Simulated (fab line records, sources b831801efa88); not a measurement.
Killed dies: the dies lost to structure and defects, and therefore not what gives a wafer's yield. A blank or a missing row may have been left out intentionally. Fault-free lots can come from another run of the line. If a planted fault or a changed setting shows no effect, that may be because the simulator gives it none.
Which of the tools did it? -- flow sky130 -- 7 lots, 21 wafers sampled, at 3 steps of a route of 708

WHAT THE GAUGES READ, wafer by wafer
SKY_RES_XHIGH_TW_MEAS_09.
lot,measured,on,RES_XHIGH_TW
L235,day 27 05:45,film metro-01,1641 1656 1637
L237,day 27 21:57,film metro-03,1631 1630 1639
L239,day 28 10:10,film metro-01,30 30 30
L241,day 29 22:06,film metro-01,30 30 30
L248,day 31 18:53,film metro-01,1645 1642 1644
L250,day 32 08:05,film metro-02,1627 1610 1622
L256,day 34 07:11,film metro-02,1636 1618 1628

TOOL THAT RAN EACH LOT (tool first, then ch and the chambers of the sampled wafers, then the start)
lot,SKY_SD_P_STRIP_10,SKY_RES_XHIGH_STRIP_08
L235,"plasma asher-01 ch 0,1, day 26 00:35","plasma asher-02 ch 0,1, day 27 05:38"
L237,"plasma asher-02 ch 0,1, day 26 17:17","plasma asher-03 ch 1, day 27 21:50"
L239,"plasma asher-01 ch 0,1, day 27 05:08","plasma asher-02 ch 0,1, day 28 10:04"
L241,"plasma asher-04 ch 0,1, day 28 18:05","plasma asher-02 ch 0,1, day 29 22:01"
L248,"plasma asher-01 ch 0,1, day 30 16:05","plasma asher-02 ch 0,1, day 31 18:47"
L250,"plasma asher-01 ch 0,1, day 31 05:11","plasma asher-02 ch 0,1, day 32 07:59"
L256,"plasma asher-02 ch 0, day 33 04:26","plasma asher-04 ch 0,1, day 34 07:05"
- SKY_SD_P_STRIP_10: strips in O2/N2.
- SKY_RES_XHIGH_STRIP_08: strips in O2/N2.

THE ANSWER, worked out from the rows above alone
Rule: the lots themselves supply what counts as usual. The widest of any qualifying gaps counts: lots, ordered by their means at a reading, are off when they make up no more than a third of the lots, leave a main group of 4 or more, and stand apart from it by 3 or more times the standard deviation of that group's means. A main group is skipped when, at the precision printed for the reading in the tables above, its means are all equal. A lot without any number at a reading at which 4 lots or more have one is off too. The other lots that the step has rows for count as sound.
Off: at SKY_RES_XHIGH_TW_MEAS_09 (RES_XHIGH_TW), L239, L241. The main group: mean 1634, standard deviation 9.6.
A tool fits if, at a process step before that reading, it ran every lot that is off, and no sound lot after the first of them. Gauges at SKY_RES_XHIGH_TW_MEAS_09: tried the same way as those tools. None of those tried fits.

WHAT THE SIMULATOR HAD INSERTED
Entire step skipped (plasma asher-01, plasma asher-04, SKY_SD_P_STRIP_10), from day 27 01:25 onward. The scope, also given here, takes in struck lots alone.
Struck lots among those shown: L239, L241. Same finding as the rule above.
